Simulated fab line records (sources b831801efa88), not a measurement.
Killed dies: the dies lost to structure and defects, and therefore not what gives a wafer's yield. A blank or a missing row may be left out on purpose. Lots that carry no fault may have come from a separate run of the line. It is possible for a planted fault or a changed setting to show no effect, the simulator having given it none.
Which tool is to blame? :: flow gf180mcu :: 41 wafers from 14 lots sampled at 5 of the route's 602 steps

WHAT THE GAUGES READ, wafer by wafer
GF_HV_LDD_CD_MEAS_31: target cd 400 nm. Usual: cdNm 400.0 nm, standard deviation 2.7.
lot: L561
measured: day 11 14:31
on: cdSem-01
cdNm (nm): 403.8 401.8 404.2
flag: 

lot: L562
measured: day 12 00:46
on: cdSem-02
cdNm (nm): 399.1 397.7 399.7
flag: 

lot: L563
measured: day 12 06:14
on: cdSem-01
cdNm (nm): 402.1 402.0 401.3
flag: 

lot: L564
measured: day 12 16:12
on: cdSem-02
cdNm (nm): 392.2 396.2 396.9
flag: 

lot: L571
measured: day 14 21:35
on: cdSem-02
cdNm (nm): 397.8 397.8
flag: 

lot: L573
measured: day 15 08:50
on: cdSem-01
cdNm (nm): 401.5 399.2 400.8
flag: 

lot: L575
measured: day 16 04:23
on: cdSem-02
cdNm (nm): 401.2 401.3 399.0
flag: 

lot: L576
measured: day 16 12:59
on: cdSem-02
cdNm (nm): 399.2 395.4 396.9
flag: 

lot: L577
measured: day 16 20:14
on: cdSem-02
cdNm (nm): 402.3 398.7 403.7
flag: 

lot: L578
measured: day 17 03:54
on: cdSem-02
cdNm (nm): 404.3 401.7 400.2
flag: 

lot: L579
measured: day 17 21:13
on: cdSem-02
cdNm (nm): 401.3 398.8 399.1
flag: 

lot: L581
measured: day 18 06:04
on: cdSem-02
cdNm (nm): 403.6 403.3 404.6
flag: 

lot: L583
measured: day 18 20:22
on: cdSem-01
cdNm (nm): 401.4 403.0 402.9
flag: 

lot: L584
measured: day 19 06:38
on: cdSem-01
cdNm (nm): 396.5 394.8 398.1
flag: 

GF_SAB_THK_MEAS_01. Usual: SAB_CVD_00_THK 49.8 nm, standard deviation 0.62.
lot: L561
measured: day 14 06:19
on: filmMetro-04
SAB_CVD_00_THK (nm): 48.6 49.4 50.6
flag: 

lot: L562
measured: day 14 18:35
on: filmMetro-04
SAB_CVD_00_THK (nm): 49.9 49.6 50.9
flag: 

lot: L563
measured: day 15 00:32
on: filmMetro-01
SAB_CVD_00_THK (nm): 49.0 49.4 50.4
flag: 

lot: L564
measured: day 15 11:57
on: filmMetro-04
SAB_CVD_00_THK (nm): 48.6 49.6 49.6
flag: 

lot: L571
measured: day 17 21:25
on: filmMetro-04
SAB_CVD_00_THK (nm): 48.2 47.6
flag: OFF

lot: L573
measured: day 18 12:19
on: filmMetro-01
SAB_CVD_00_THK (nm): 49.8 46.6 47.2
flag: OFF

lot: L575
measured: day 19 08:27
on: filmMetro-02
SAB_CVD_00_THK (nm): 49.4 48.9 50.1
flag: 

lot: L576
measured: day 19 17:35
on: filmMetro-01
SAB_CVD_00_THK (nm): 49.5 50.5 49.9
flag: 

lot: L577
measured: day 19 23:19
on: filmMetro-04
SAB_CVD_00_THK (nm): 49.6 48.7 49.3
flag: 

lot: L578
measured: day 20 07:50
on: filmMetro-01
SAB_CVD_00_THK (nm): 49.8 50.9 50.6
flag: 

lot: L579
measured: day 21 03:02
on: filmMetro-01
SAB_CVD_00_THK (nm): 48.8 49.6 49.9
flag: 

lot: L581
measured: day 21 11:10
on: filmMetro-01
SAB_CVD_00_THK (nm): 49.8 50.7 51.0
flag: 

lot: L583
measured: day 22 01:58
on: filmMetro-01
SAB_CVD_00_THK (nm): 49.1 50.4 50.9
flag: 

lot: L584
measured: day 22 11:23
on: filmMetro-04
SAB_CVD_00_THK (nm): 49.5 50.3 49.7
flag: 

GF_SAB_CD_MEAS_09: target cd 420 nm. Usual: cdNm 420.3 nm, standard deviation 2.5.
lot: L561
measured: day 15 04:10
on: cdSem-01
cdNm (nm): 422.0 420.2 421.5
flag: 

lot: L562
measured: day 15 16:19
on: cdSem-02
cdNm (nm): 416.6 418.0 417.9
flag: 

lot: L563
measured: day 15 22:18
on: cdSem-02
cdNm (nm): 422.5 422.9 424.3
flag: 

lot: L564
measured: day 16 09:12
on: cdSem-02
cdNm (nm): 423.5 422.6 422.0
flag: 

lot: L571
measured: day 18 20:32
on: cdSem-02
cdNm (nm): 419.5 422.6
flag: 

lot: L573
measured: day 19 12:10
on: cdSem-02
cdNm (nm): 421.5 419.7 421.4
flag: 

lot: L575
measured: day 20 08:14
on: cdSem-01
cdNm (nm): 419.9 415.1 418.6
flag: 

lot: L576
measured: day 20 17:31
on: cdSem-01
cdNm (nm): 422.2 422.4 425.2
flag: 

lot: L577
measured: day 20 23:08
on: cdSem-02
cdNm (nm): 421.3 420.3 421.1
flag: 

lot: L578
measured: day 21 07:44
on: cdSem-01
cdNm (nm): 417.8 417.0 417.5
flag: 

lot: L579
measured: day 22 02:23
on: cdSem-02
cdNm (nm): 424.2 422.2 422.5
flag: 

lot: L581
measured: day 22 10:46
on: cdSem-01
cdNm (nm): 419.6 420.6 419.7
flag: 

lot: L583
measured: day 23 00:05
on: cdSem-01
cdNm (nm): 420.9 422.0 420.3
flag: 

lot: L584
measured: day 23 09:53
on: cdSem-01
cdNm (nm): 421.6 419.1 421.0
flag: 

EACH LOT AND THE TOOL THAT RAN IT (in order: tool; ch and the chambers of the sampled wafers; start)
lot: L561
GF_HV_LDD_STRIP_37: plasmaAsher-03 ch 0,1, day 11 15:16
GF_SAB_CVD_00: pecvd-02 ch 0,1, day 14 06:18

lot: L562
GF_HV_LDD_STRIP_37: plasmaAsher-04 ch 0,1, day 12 01:31
GF_SAB_CVD_00: pecvd-02 ch 0,1,2, day 14 18:34

lot: L563
GF_HV_LDD_STRIP_37: plasmaAsher-03 ch 0,1, day 12 06:59
GF_SAB_CVD_00: pecvd-01 ch 1,2, day 15 00:31

lot: L564
GF_HV_LDD_STRIP_37: plasmaAsher-02 ch 0,1, day 12 16:56
GF_SAB_CVD_00: pecvd-01 ch 0,1, day 15 11:55

lot: L571
GF_HV_LDD_STRIP_37: plasmaAsher-04 ch 0,1, day 14 22:20
GF_SAB_CVD_00: pecvd-01 ch 0,2, day 17 21:24

lot: L573
GF_HV_LDD_STRIP_37: plasmaAsher-02 ch 0,1, day 15 09:35
GF_SAB_CVD_00: pecvd-01 ch 0,1, day 18 12:18

lot: L575
GF_HV_LDD_STRIP_37: plasmaAsher-02 ch 0,1, day 16 05:07
GF_SAB_CVD_00: pecvd-02 ch 0,1, day 19 08:25

lot: L576
GF_HV_LDD_STRIP_37: plasmaAsher-02 ch 0,1, day 16 13:44
GF_SAB_CVD_00: pecvd-03 ch 0,2, day 19 17:31

lot: L577
GF_HV_LDD_STRIP_37: plasmaAsher-03 ch 0,1, day 16 20:59
GF_SAB_CVD_00: pecvd-03 ch 0,1,2, day 19 23:18

lot: L578
GF_HV_LDD_STRIP_37: plasmaAsher-03 ch 0,1, day 17 04:39
GF_SAB_CVD_00: pecvd-02 ch 1,2, day 20 07:48

lot: L579
GF_HV_LDD_STRIP_37: plasmaAsher-03 ch 0,1, day 17 21:58
GF_SAB_CVD_00: pecvd-03 ch 0,1,2, day 21 03:01

lot: L581
GF_HV_LDD_STRIP_37: plasmaAsher-02 ch 0,1, day 18 06:49
GF_SAB_CVD_00: pecvd-02 ch 0,1, day 21 11:07

lot: L583
GF_HV_LDD_STRIP_37: plasmaAsher-04 ch 0,1, day 18 21:07
GF_SAB_CVD_00: pecvd-02 ch 0,1,2, day 22 01:57

lot: L584
GF_HV_LDD_STRIP_37: plasmaAsher-03 ch 1, day 19 07:23
GF_SAB_CVD_00: pecvd-03 ch 1,2, day 22 11:22
- GF_HV_LDD_STRIP_37: strips in O2/N2.
- GF_SAB_CVD_00: deposits SiO2 from TEOS, target thk 50 nm, time 4.9302 s.

AS READ BY THE TOOLS THEMSELVES (means over the sampled wafers that have a number; for cases with no such wafer, the mark the record gives instead)
GF_HV_LDD_STRIP_37. Usual: drypumpMotorCurrentA 5.79 A, standard deviation 0.2; heaterPowerW 344 W, standard deviation 17; oesProductAu 0.716 a.u., standard deviation 0.0044; stripTimeToEndpointS 12.64 s, standard deviation 0.038.
lot: L561
tool: plasmaAsher-03
drypumpMotorCurrentA (A): 5.71
heaterPowerW (W): 329
oesProductAu (a.u.): 0.714
stripTimeToEndpointS (s): 12.69
flag: 

lot: L562
tool: plasmaAsher-04
drypumpMotorCurrentA (A): 5.63
heaterPowerW (W): 366
oesProductAu (a.u.): 0.712
stripTimeToEndpointS (s): 12.67
flag: 

lot: L563
tool: plasmaAsher-03
drypumpMotorCurrentA (A): 5.67
heaterPowerW (W): 324
oesProductAu (a.u.): 0.715
stripTimeToEndpointS (s): 12.67
flag: 

lot: L564
tool: plasmaAsher-02
drypumpMotorCurrentA (A): 6.02
heaterPowerW (W): 349
oesProductAu (a.u.): 0.716
stripTimeToEndpointS (s): 12.65
flag: 

lot: L571
tool: plasmaAsher-04
drypumpMotorCurrentA (A): 5.71
heaterPowerW (W): 358
oesProductAu (a.u.): 0.710
stripTimeToEndpointS (s): 12.61
flag: 

lot: L573
tool: plasmaAsher-02
drypumpMotorCurrentA (A): 6.01
heaterPowerW (W): 350
oesProductAu (a.u.): 0.714
stripTimeToEndpointS (s): 12.60
flag: 

lot: L575
tool: plasmaAsher-02
drypumpMotorCurrentA (A): 6.00
heaterPowerW (W): 356
oesProductAu (a.u.): 0.717
stripTimeToEndpointS (s): 12.62
flag: 

lot: L576
tool: plasmaAsher-02
drypumpMotorCurrentA (A): 5.91
heaterPowerW (W): 345
oesProductAu (a.u.): 0.715
stripTimeToEndpointS (s): 12.68
flag: 

lot: L577
tool: plasmaAsher-03
drypumpMotorCurrentA (A): 5.76
heaterPowerW (W): 334
oesProductAu (a.u.): 0.716
stripTimeToEndpointS (s): 12.63
flag: 

lot: L578
tool: plasmaAsher-03
drypumpMotorCurrentA (A): 5.69
heaterPowerW (W): 330
oesProductAu (a.u.): 0.713
stripTimeToEndpointS (s): 12.62
flag: 

lot: L579
tool: plasmaAsher-03
drypumpMotorCurrentA (A): 5.68
heaterPowerW (W): 330
oesProductAu (a.u.): 0.715
stripTimeToEndpointS (s): 12.66
flag: 

lot: L581
tool: plasmaAsher-02
drypumpMotorCurrentA (A): 5.90
heaterPowerW (W): 337
oesProductAu (a.u.): 0.715
stripTimeToEndpointS (s): 12.69
flag: 

lot: L583
tool: plasmaAsher-04
drypumpMotorCurrentA (A): 5.64
heaterPowerW (W): 364
oesProductAu (a.u.): 0.715
stripTimeToEndpointS (s): 12.59
flag: 

lot: L584
tool: plasmaAsher-03
drypumpMotorCurrentA (A): 5.58
heaterPowerW (W): 320
oesProductAu (a.u.): 0.725
stripTimeToEndpointS (s): 12.65
flag: 

GF_SAB_CVD_00. Usual: heaterPowerW 685 W, standard deviation 79.
lot: L561
tool: pecvd-02
heaterPowerW (W): 750
flag: 

lot: L562
tool: pecvd-02
heaterPowerW (W): 676
flag: 

lot: L563
tool: pecvd-01
heaterPowerW (W): 711
flag: 

lot: L564
tool: pecvd-01
heaterPowerW (W): 675
flag: 

lot: L571
tool: pecvd-01
heaterPowerW (W): 782
flag: 

lot: L573
tool: pecvd-01
heaterPowerW (W): 708
flag: 

lot: L575
tool: pecvd-02
heaterPowerW (W): 724
flag: 

lot: L576
tool: pecvd-03
heaterPowerW (W): 746
flag: 

lot: L577
tool: pecvd-03
heaterPowerW (W): 664
flag: 

lot: L578
tool: pecvd-02
heaterPowerW (W): 631
flag: 

lot: L579
tool: pecvd-03
heaterPowerW (W): 674
flag: 

lot: L581
tool: pecvd-02
heaterPowerW (W): 687
flag: 

lot: L583
tool: pecvd-02
heaterPowerW (W): 660
flag: 

lot: L584
tool: pecvd-03
heaterPowerW (W): 647
flag: 

THE ANSWER, worked out from the rows above alone
Rule: lot off if the mean of its wafers having a number is beyond 3 standard deviations from the usual mean. A lot without any number at a reading at which 4 lots or more have one is off too. All remaining lots with rows at the step are treated as sound. Order of review: gauges by route order, followed by the tools' own readings, for which a lot's mean as printed above is used. The first step at which some lot is off is used, and at that step the reading that is off furthest; a lot without a number counts as furthest.
Off: L571, L573, seen at GF_SAB_THK_MEAS_01 (SAB_CVD_00_THK).
If a tool, at a process step before that reading, ran all the lots that are off and no sound lot after the first of them, it fits. Gauges at GF_SAB_THK_MEAS_01: tried the same way as those tools. One candidate fits, namely pecvd-01 at GF_SAB_CVD_00. Its last sound lot is L564 (day 15 11:55), its first lot that is off L571 (day 17 21:24): a fault that began between those two fits.

WHAT WAS PUT IN BY THE SIMULATOR
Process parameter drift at GF_SAB_CVD_00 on pecvd-01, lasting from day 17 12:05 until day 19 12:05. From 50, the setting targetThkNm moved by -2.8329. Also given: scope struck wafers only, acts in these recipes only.
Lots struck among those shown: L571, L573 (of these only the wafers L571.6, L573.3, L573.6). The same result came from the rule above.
